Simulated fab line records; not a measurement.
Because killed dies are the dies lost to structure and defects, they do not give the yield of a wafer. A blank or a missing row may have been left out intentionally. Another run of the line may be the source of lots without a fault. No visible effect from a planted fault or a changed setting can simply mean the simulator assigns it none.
Split-lot study || flow sfqLine || 27 wafers read across 5 lots, on a route 325 steps long

## SPLIT DETAILS
At SFQ_TRILAYER_L0_BARC_OPEN_METAL_ETCH_010 (etches BARC in O2, target depth 125 nm, time 41.7 s), the setting timeS was moved away from the recipe's 41.7 s on 9 of the 27 wafers read, by -34.2% to +34.3%. The other wafers ran this setting at the recipe's value.

The reading is taken at the split's own step.

## THE READING
KrF_of_TRILAYER_L0_LITHO_COAT_005.thkNm (the simulator's own value, which no gauge read), in nm, at SFQ_TRILAYER_L0_BARC_OPEN_METAL_ETCH_010 (etches BARC in O2, target depth 125 nm, time 41.7 s). The file gives no usual value for it. Average 523.4 nm, standard deviation 1.7 nm, over the 18 wafers here run with the recipe.

{"wafer": "L077.1", "tool, chamber at the split": "rieMetal-01, 0", "timeS as run, s": 56, "against the recipe": "+34.3%", "KrF_of_TRILAYER_L0_LITHO_COAT_005.thkNm, nm": 501, "against lot-mates on the recipe": -19.6}
{"wafer": "L077.2", "tool, chamber at the split": "rieMetal-01, 1", "timeS as run, s": 41.7, "against the recipe": "recipe", "KrF_of_TRILAYER_L0_LITHO_COAT_005.thkNm, nm": 522.1, "against lot-mates on the recipe": "-"}
{"wafer": "L077.3", "tool, chamber at the split": "rieMetal-01, 1", "timeS as run, s": 41.7, "against the recipe": "recipe", "KrF_of_TRILAYER_L0_LITHO_COAT_005.thkNm, nm": 519.1, "against lot-mates on the recipe": "-"}
{"wafer": "L077.4", "tool, chamber at the split": "rieMetal-01, 0", "timeS as run, s": 56, "against the recipe": "+34.3%", "KrF_of_TRILAYER_L0_LITHO_COAT_005.thkNm, nm": 502.2, "against lot-mates on the recipe": -18.4}
{"wafer": "L077.5", "tool, chamber at the split": "rieMetal-01, 1", "timeS as run, s": 56, "against the recipe": "+34.3%", "KrF_of_TRILAYER_L0_LITHO_COAT_005.thkNm, nm": 504.4, "against lot-mates on the recipe": -16.2}
{"wafer": "L077.6", "tool, chamber at the split": "rieMetal-01, 0", "timeS as run, s": 41.7, "against the recipe": "recipe", "KrF_of_TRILAYER_L0_LITHO_COAT_005.thkNm, nm": 520.7, "against lot-mates on the recipe": "-"}
{"wafer": "L078.1", "tool, chamber at the split": "rieMetal-03, 1", "timeS as run, s": 41.7, "against the recipe": "recipe", "KrF_of_TRILAYER_L0_LITHO_COAT_005.thkNm, nm": 524.2, "against lot-mates on the recipe": "-"}
{"wafer": "L078.2", "tool, chamber at the split": "rieMetal-03, 0", "timeS as run, s": 41.7, "against the recipe": "recipe", "KrF_of_TRILAYER_L0_LITHO_COAT_005.thkNm, nm": 524.1, "against lot-mates on the recipe": "-"}
{"wafer": "L078.6", "tool, chamber at the split": "rieMetal-03, 0", "timeS as run, s": 41.7, "against the recipe": "recipe", "KrF_of_TRILAYER_L0_LITHO_COAT_005.thkNm, nm": 522.5, "against lot-mates on the recipe": "-"}
{"wafer": "L079.1", "tool, chamber at the split": "rieMetal-01, 0", "timeS as run, s": 52.11, "against the recipe": "+25.0%", "KrF_of_TRILAYER_L0_LITHO_COAT_005.thkNm, nm": 509.9, "against lot-mates on the recipe": -12.7}
{"wafer": "L079.2", "tool, chamber at the split": "rieMetal-01, 0", "timeS as run, s": 52.11, "against the recipe": "+25.0%", "KrF_of_TRILAYER_L0_LITHO_COAT_005.thkNm, nm": 510, "against lot-mates on the recipe": -12.6}
{"wafer": "L079.3", "tool, chamber at the split": "rieMetal-01, 0", "timeS as run, s": 41.7, "against the recipe": "recipe", "KrF_of_TRILAYER_L0_LITHO_COAT_005.thkNm, nm": 523, "against lot-mates on the recipe": "-"}
{"wafer": "L079.4", "tool, chamber at the split": "rieMetal-01, 0", "timeS as run, s": 52.11, "against the recipe": "+25.0%", "KrF_of_TRILAYER_L0_LITHO_COAT_005.thkNm, nm": 510, "against lot-mates on the recipe": -12.6}
{"wafer": "L079.5", "tool, chamber at the split": "rieMetal-01, 0", "timeS as run, s": 41.7, "against the recipe": "recipe", "KrF_of_TRILAYER_L0_LITHO_COAT_005.thkNm, nm": 522.8, "against lot-mates on the recipe": "-"}
{"wafer": "L079.6", "tool, chamber at the split": "rieMetal-01, 0", "timeS as run, s": 41.7, "against the recipe": "recipe", "KrF_of_TRILAYER_L0_LITHO_COAT_005.thkNm, nm": 522, "against lot-mates on the recipe": "-"}
{"wafer": "L083.1", "tool, chamber at the split": "rieMetal-01, 0", "timeS as run, s": 41.7, "against the recipe": "recipe", "KrF_of_TRILAYER_L0_LITHO_COAT_005.thkNm, nm": 525.5, "against lot-mates on the recipe": "-"}
{"wafer": "L083.2", "tool, chamber at the split": "rieMetal-01, 1", "timeS as run, s": 27.45, "against the recipe": "-34.2%", "KrF_of_TRILAYER_L0_LITHO_COAT_005.thkNm, nm": 541.7, "against lot-mates on the recipe": "+17.3"}
{"wafer": "L083.3", "tool, chamber at the split": "rieMetal-01, 1", "timeS as run, s": 41.7, "against the recipe": "recipe", "KrF_of_TRILAYER_L0_LITHO_COAT_005.thkNm, nm": 523.4, "against lot-mates on the recipe": "-"}
{"wafer": "L083.4", "tool, chamber at the split": "rieMetal-01, 0", "timeS as run, s": 41.7, "against the recipe": "recipe", "KrF_of_TRILAYER_L0_LITHO_COAT_005.thkNm, nm": 524.3, "against lot-mates on the recipe": "-"}
{"wafer": "L083.5", "tool, chamber at the split": "rieMetal-01, 0", "timeS as run, s": 27.45, "against the recipe": "-34.2%", "KrF_of_TRILAYER_L0_LITHO_COAT_005.thkNm, nm": 541.4, "against lot-mates on the recipe": "+17.0"}
{"wafer": "L083.6", "tool, chamber at the split": "rieMetal-01, 1", "timeS as run, s": 27.45, "against the recipe": "-34.2%", "KrF_of_TRILAYER_L0_LITHO_COAT_005.thkNm, nm": 540, "against lot-mates on the recipe": "+15.6"}
{"wafer": "L085.1", "tool, chamber at the split": "rieMetal-04, 1", "timeS as run, s": 41.7, "against the recipe": "recipe", "KrF_of_TRILAYER_L0_LITHO_COAT_005.thkNm, nm": 524.5, "against lot-mates on the recipe": "-"}
{"wafer": "L085.2", "tool, chamber at the split": "rieMetal-04, 0", "timeS as run, s": 41.7, "against the recipe": "recipe", "KrF_of_TRILAYER_L0_LITHO_COAT_005.thkNm, nm": 524, "against lot-mates on the recipe": "-"}
{"wafer": "L085.3", "tool, chamber at the split": "rieMetal-04, 1", "timeS as run, s": 41.7, "against the recipe": "recipe", "KrF_of_TRILAYER_L0_LITHO_COAT_005.thkNm, nm": 526.2, "against lot-mates on the recipe": "-"}
{"wafer": "L085.4", "tool, chamber at the split": "rieMetal-04, 0", "timeS as run, s": 41.7, "against the recipe": "recipe", "KrF_of_TRILAYER_L0_LITHO_COAT_005.thkNm, nm": 524.1, "against lot-mates on the recipe": "-"}
{"wafer": "L085.5", "tool, chamber at the split": "rieMetal-04, 1", "timeS as run, s": 41.7, "against the recipe": "recipe", "KrF_of_TRILAYER_L0_LITHO_COAT_005.thkNm, nm": 526.1, "against lot-mates on the recipe": "-"}
{"wafer": "L085.6", "tool, chamber at the split": "rieMetal-04, 0", "timeS as run, s": 41.7, "against the recipe": "recipe", "KrF_of_TRILAYER_L0_LITHO_COAT_005.thkNm, nm": 523, "against lot-mates on the recipe": "-"}

THE FIT
A straight line over all 27 wafers: KrF_of_TRILAYER_L0_LITHO_COAT_005.thkNm changes by -0.555 nm for each +1% of timeS; r = -0.99; the points scatter about the line by 1.7 nm.
The same after taking each lot's own level away (the mean of its wafers on the recipe; 27 wafers): -0.506 nm for each +1%; r = -0.99; scatter 1 nm.
According to that fit, moving timeS by its largest amount changes the reading by 17 nm.
Measured against the standard deviation above, the lots' own levels, which go from 520.63 to 524.65 nm, span 2.3 times it.
Consequently the slope shifts little with the lot-to-lot level, the two slopes agreeing.
Check: with one of the wafers moved furthest among these (+34.3%) left out of the fit, the line predicts -17.1 nm for it against its lot-mates. It came out at -19.6 nm against them.
Tool readings at the split's step, against how far the setting was moved: oesProductAu r = -0.85.

## THE WHOLE CHAIN: every reading that the file lists as answering this split, in the file's order
{"step": "SFQ_TRILAYER_L0_BARC_OPEN_METAL_ETCH_010", "what it does": "etches BARC in O2, target depth 125 nm, time 41.7 s", "reading": "oesProductAu", "change (the file's fit)": "not straight: 0.851 at the lowest setting, 0.686 at the recipe, 0.657 at the highest", "r (the file's)": "not given"}
{"step": "SFQ_TRILAYER_L0_BARC_OPEN_METAL_ETCH_010", "what it does": "etches BARC in O2, target depth 125 nm, time 41.7 s", "reading": "KrF_of_TRILAYER_L0_LITHO_COAT_005.thkNm (the simulator's own value, which no gauge read)", "change (the file's fit)": "-0.508 nm for each +1% of the setting", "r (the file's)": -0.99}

## FILE'S OWN FIT
KrF_of_TRILAYER_L0_LITHO_COAT_005.thkNm changes by -0.508 nm for each +1% of timeS, r = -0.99.
